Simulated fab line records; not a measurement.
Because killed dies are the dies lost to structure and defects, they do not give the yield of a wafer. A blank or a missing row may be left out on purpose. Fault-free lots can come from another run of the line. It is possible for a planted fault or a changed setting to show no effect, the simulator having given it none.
Which tool did it? / flow gf180mcu / 39 wafers from 13 lots sampled at 5 of the route's 602 steps

WHAT THE GAUGES SHOWED, per wafer
GF_VT_IMPLANT_OVL_MEAS_07. Usual: for VT_IMPLANT_OVL the level is 0.1 nm and the standard deviation is 1.3.
lot=L948; measured=day 5 20:46; on=overlay-02; VT_IMPLANT_OVL (nm)=-2.4 -1.7 0.7; flag=
lot=L951; measured=day 6 14:28; on=overlay-01; VT_IMPLANT_OVL (nm)=-0.9 0.0 -1.2; flag=
lot=L952; measured=day 6 23:07; on=overlay-01; VT_IMPLANT_OVL (nm)=-2.0 0.7 0.5; flag=
lot=L956; measured=day 8 02:18; on=overlay-01; VT_IMPLANT_OVL (nm)=2.2 1.4 2.2; flag=
lot=L958; measured=day 8 12:14; on=overlay-02; VT_IMPLANT_OVL (nm)=-0.1 0.4 1.0; flag=
lot=L959; measured=day 8 22:56; on=overlay-02; VT_IMPLANT_OVL (nm)=-0.8 0.5 -1.4; flag=
lot=L963; measured=day 9 18:10; on=overlay-01; VT_IMPLANT_OVL (nm)=2.8 -0.6 1.5; flag=
lot=L964; measured=day 10 00:10; on=overlay-02; VT_IMPLANT_OVL (nm)=-1.0 -0.4 0.7; flag=
lot=L965; measured=day 10 04:52; on=overlay-02; VT_IMPLANT_OVL (nm)=-0.3 -1.8 -1.7; flag=
lot=L966; measured=day 10 12:36; on=overlay-01; VT_IMPLANT_OVL (nm)=0.3 1.2 0.5; flag=
lot=L967; measured=day 10 18:19; on=overlay-01; VT_IMPLANT_OVL (nm)=1.0 2.3 0.6; flag=
lot=L969; measured=day 11 07:17; on=overlay-02; VT_IMPLANT_OVL (nm)=-3.3 -0.3 -2.7; flag=
lot=L970; measured=day 11 15:30; on=overlay-01; VT_IMPLANT_OVL (nm)=0.7 1.2 -0.4; flag=

GF_DUAL_GATE_OVL_MEAS_11. Usual: for DUAL_GATE_OVL the level is 0.1 nm and the standard deviation is 1.1.
lot=L948; measured=day 8 15:34; on=overlay-02; DUAL_GATE_OVL (nm)=0.7 -0.6 -0.1; flag=
lot=L951; measured=day 9 10:11; on=overlay-01; DUAL_GATE_OVL (nm)=-0.9 1.1 0.8; flag=
lot=L952; measured=day 9 20:07; on=overlay-01; DUAL_GATE_OVL (nm)=0.7 -1.5 -0.8; flag=
lot=L956; measured=day 11 03:45; on=overlay-01; DUAL_GATE_OVL (nm)=0.2 0.5 0.2; flag=
lot=L958; measured=day 11 14:37; on=overlay-01; DUAL_GATE_OVL (nm)=-0.4 -0.4 0.3; flag=
lot=L959; measured=day 12 02:22; on=overlay-01; DUAL_GATE_OVL (nm)=- - -; flag=OFF
lot=L963; measured=day 12 19:09; on=overlay-01; DUAL_GATE_OVL (nm)=2.0 1.9 0.9; flag=
lot=L964; measured=day 13 09:54; on=overlay-01; DUAL_GATE_OVL (nm)=0.4 2.4 0.6; flag=
lot=L965; measured=day 13 13:57; on=overlay-02; DUAL_GATE_OVL (nm)=-1.0 1.6 -0.6; flag=
lot=L966; measured=day 13 17:45; on=overlay-02; DUAL_GATE_OVL (nm)=-1.8 -0.3 -1.3; flag=
lot=L967; measured=day 14 10:00; on=overlay-01; DUAL_GATE_OVL (nm)=1.5 -0.6 1.0; flag=
lot=L969; measured=day 14 14:19; on=overlay-02; DUAL_GATE_OVL (nm)=-0.6 0.2 -2.3; flag=
lot=L970; measured=day 15 07:49; on=overlay-01; DUAL_GATE_OVL (nm)=0.5 0.9 1.1; flag=

GF_POLY_GATE_THK_MEAS_01. Usual: for POLY_GATE_CVD_00_THK the level is 199.5 nm and the standard deviation is 2.3.
lot=L948; measured=day 8 18:44; on=filmMetro-02; POLY_GATE_CVD_00_THK (nm)=201.0 198.8 198.7; flag=
lot=L951; measured=day 9 14:43; on=filmMetro-02; POLY_GATE_CVD_00_THK (nm)=196.0 195.5 196.0; flag=
lot=L952; measured=day 9 23:16; on=filmMetro-04; POLY_GATE_CVD_00_THK (nm)=199.7 200.3 200.5; flag=
lot=L956; measured=day 11 06:55; on=filmMetro-02; POLY_GATE_CVD_00_THK (nm)=200.1 199.8 198.9; flag=
lot=L958; measured=day 11 18:37; on=filmMetro-04; POLY_GATE_CVD_00_THK (nm)=198.0 196.9 197.7; flag=
lot=L963; measured=day 12 23:44; on=filmMetro-04; POLY_GATE_CVD_00_THK (nm)=198.9 198.4 197.5; flag=
lot=L964; measured=day 13 13:47; on=filmMetro-03; POLY_GATE_CVD_00_THK (nm)=201.8 202.5 201.5; flag=
lot=L965; measured=day 13 18:11; on=filmMetro-02; POLY_GATE_CVD_00_THK (nm)=199.7 201.1 201.1; flag=
lot=L966; measured=day 13 21:25; on=filmMetro-02; POLY_GATE_CVD_00_THK (nm)=203.8 202.0 204.1; flag=
lot=L967; measured=day 14 13:50; on=filmMetro-03; POLY_GATE_CVD_00_THK (nm)=197.7 199.4 199.4; flag=
lot=L969; measured=day 14 19:05; on=filmMetro-02; POLY_GATE_CVD_00_THK (nm)=199.0 198.6 199.3; flag=
lot=L970; measured=day 15 11:01; on=filmMetro-04; POLY_GATE_CVD_00_THK (nm)=200.1 200.0 203.5; flag=

GF_POLY_GATE_THK_MEAS_17. Usual: for POLY_GATE_OXIDATION_THK the level is 4.00 nm and the standard deviation is 0.075.
lot=L948; measured=day 9 14:37; on=filmMetro-04; POLY_GATE_OXIDATION_THK (nm)=4.07 3.95 4.02; flag=
lot=L951; measured=day 10 10:48; on=filmMetro-04; POLY_GATE_OXIDATION_THK (nm)=3.95 4.05 4.01; flag=
lot=L952; measured=day 10 18:43; on=filmMetro-04; POLY_GATE_OXIDATION_THK (nm)=4.05 3.98 4.00; flag=
lot=L956; measured=day 12 02:54; on=filmMetro-02; POLY_GATE_OXIDATION_THK (nm)=4.03 3.98 3.94; flag=
lot=L958; measured=day 12 13:21; on=filmMetro-04; POLY_GATE_OXIDATION_THK (nm)=3.90 3.92 3.98; flag=
lot=L963; measured=day 13 22:01; on=filmMetro-04; POLY_GATE_OXIDATION_THK (nm)=4.17 4.13 4.07; flag=
lot=L964; measured=day 14 12:25; on=filmMetro-03; POLY_GATE_OXIDATION_THK (nm)=3.97 4.01 4.03; flag=
lot=L965; measured=day 14 16:32; on=filmMetro-03; POLY_GATE_OXIDATION_THK (nm)=4.06 4.03 4.08; flag=
lot=L966; measured=day 14 19:50; on=filmMetro-04; POLY_GATE_OXIDATION_THK (nm)=3.93 3.99 3.96; flag=
lot=L967; measured=day 15 12:54; on=filmMetro-02; POLY_GATE_OXIDATION_THK (nm)=4.06 4.07 4.18; flag=
lot=L969; measured=day 15 18:36; on=filmMetro-03; POLY_GATE_OXIDATION_THK (nm)=4.11 4.02 4.04; flag=
lot=L970; measured=day 16 10:01; on=filmMetro-02; POLY_GATE_OXIDATION_THK (nm)=3.96 3.98 3.98; flag=

WHICH TOOL RAN EACH LOT (tool, then ch and the chambers of the sampled wafers, then the start)
lot=L948; GF_DUAL_GATE_EXPOSE_08=ilineStepper-01 ch 0, day 8 07:22
lot=L951; GF_DUAL_GATE_EXPOSE_08=ilineStepper-01 ch 0, day 9 01:50
lot=L952; GF_DUAL_GATE_EXPOSE_08=ilineStepper-01 ch 0, day 9 11:52
lot=L956; GF_DUAL_GATE_EXPOSE_08=ilineStepper-01 ch 0, day 10 18:26
lot=L958; GF_DUAL_GATE_EXPOSE_08=ilineStepper-01 ch 0, day 11 06:07
lot=L959; GF_DUAL_GATE_EXPOSE_08=ilineStepper-01 ch 0, day 11 17:35
lot=L963; GF_DUAL_GATE_EXPOSE_08=ilineStepper-02 ch 0, day 12 11:22
lot=L964; GF_DUAL_GATE_EXPOSE_08=ilineStepper-02 ch 0, day 12 23:16
lot=L965; GF_DUAL_GATE_EXPOSE_08=ilineStepper-02 ch 0, day 13 03:30
lot=L966; GF_DUAL_GATE_EXPOSE_08=ilineStepper-02 ch 0, day 13 08:42
lot=L967; GF_DUAL_GATE_EXPOSE_08=ilineStepper-01 ch 0, day 13 23:02
lot=L969; GF_DUAL_GATE_EXPOSE_08=ilineStepper-01 ch 0, day 14 04:57
lot=L970; GF_DUAL_GATE_EXPOSE_08=ilineStepper-02 ch 0, day 14 19:59
- GF_DUAL_GATE_EXPOSE_08: exposes mask Dualgate, target cd 700 nm.

WHAT THE TOOLS THEMSELVES READ (means of the sampled wafers that have a number; where no wafer has one, the mark that the record gives instead)
The record holds no such reading with a usual standard deviation.

THE ANSWER, worked out from the rows above alone
Rule: take the mean of a lot's wafers that have a number; if it is more than 3 standard deviations from the usual mean, the lot is off. A lot without any number at a reading at which 4 lots or more have one is off too. The other lots that the step has rows for count as sound. After the gauges, taken in route order, come the tools' own readings; for these a lot's mean is taken, as printed above. The first step at which some lot is off is used, and at that step the reading that is off furthest; a lot without a number counts as furthest.
Off: at GF_DUAL_GATE_OVL_MEAS_11 (DUAL_GATE_OVL), L959. Without a number there: L959.
If a tool, at a process step before that reading, ran all the lots that are off and no sound lot after the first of them, it fits. The gauges at GF_DUAL_GATE_OVL_MEAS_11 are tried like those tools. Of those tried, none fits.

WHAT HAD BEEN PUT IN BY THE SIMULATOR
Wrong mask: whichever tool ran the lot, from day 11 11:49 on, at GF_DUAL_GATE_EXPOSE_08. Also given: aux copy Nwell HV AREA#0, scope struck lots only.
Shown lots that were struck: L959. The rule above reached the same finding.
